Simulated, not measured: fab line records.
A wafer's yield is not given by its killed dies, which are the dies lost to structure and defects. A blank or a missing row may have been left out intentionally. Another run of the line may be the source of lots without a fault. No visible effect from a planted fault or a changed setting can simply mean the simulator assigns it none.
Chamber matching :: flow sky130 :: 4 sister chambers for SKY_VIA4_CMP_21 on cmp-02
The step polishes, stops on SiO2, t overpolish 25 s, target thk 0 nm. 8 wafers are shown with their chamber, then 7 later ones without.

== WAFERS, EACH WITH ITS CHAMBER ==
wafer: L418.3
chamber: 3
motor-current-A (A): 9.6
slurry-filter-dp-kPa (kPa): 13.67

wafer: L420.4
chamber: 1
motor-current-A (A): 11.5
slurry-filter-dp-kPa (kPa): 13.61

wafer: L421.1
chamber: 1
motor-current-A (A): 12.2
slurry-filter-dp-kPa (kPa): 13.66

wafer: L422.3
chamber: 0
motor-current-A (A): 11.6
slurry-filter-dp-kPa (kPa): 13.55

wafer: L422.4
chamber: 3
motor-current-A (A): 9.4
slurry-filter-dp-kPa (kPa): 13.64

wafer: L422.6
chamber: 0
motor-current-A (A): 11.7
slurry-filter-dp-kPa (kPa): 13.57

wafer: L431.3
chamber: 2
motor-current-A (A): 11.3
slurry-filter-dp-kPa (kPa): 13.56

wafer: L431.5
chamber: 2
motor-current-A (A): 11.1
slurry-filter-dp-kPa (kPa): 13.39

== WAFERS WITHOUT THEIR CHAMBER ==
wafer: L431.6
motor-current-A (A): 9.1
slurry-filter-dp-kPa (kPa): 13.65

wafer: L433.1
motor-current-A (A): 11.6
slurry-filter-dp-kPa (kPa): 13.38

wafer: L433.3
motor-current-A (A): 11.5
slurry-filter-dp-kPa (kPa): 13.60

wafer: L433.5
motor-current-A (A): 12.2
slurry-filter-dp-kPa (kPa): 13.54

wafer: L438.2
motor-current-A (A): 11.6
slurry-filter-dp-kPa (kPa): 13.35

wafer: L438.4
motor-current-A (A): 11.6
slurry-filter-dp-kPa (kPa): 13.42

wafer: L438.5
motor-current-A (A): 11.9
slurry-filter-dp-kPa (kPa): 13.70

== THE CHAMBER EACH PASSED THROUGH ==
wafer: L431.6
from the rows above: 3
in truth: 3

wafer: L433.1
from the rows above: can't be placed: 2 or 0 or 1
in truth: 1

wafer: L433.3
from the rows above: can't be placed: 0 or 1 or 2
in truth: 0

wafer: L433.5
from the rows above: can't be placed: 1 or 0 or 2
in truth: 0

wafer: L438.2
from the rows above: can't be placed: 2 or 0
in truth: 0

wafer: L438.4
from the rows above: can't be placed: 2 or 0 or 1
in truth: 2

wafer: L438.5
from the rows above: can't be placed: 1 or 0
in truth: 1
Placed correctly: 1 of 7. Unplaceable from these rows: 6, with the true chamber sitting among the candidates in 6. Placed wrongly: 0.
How it was worked out, from the rows above alone: a wafer's distance from a chamber is the root of the sum, over the readings, of the square of ((its reading less the chamber's mean) divided by the reading's scatter). If the next closest chamber is less than 2 further off than the closest, the wafer can't be placed; otherwise it belongs to the closest. A chamber's mean is the mean of its shown wafers. The scatter: take each reading less its chamber's mean, square it, sum over the shown wafers, divide by the number of wafers less the number of chambers, and take the root.
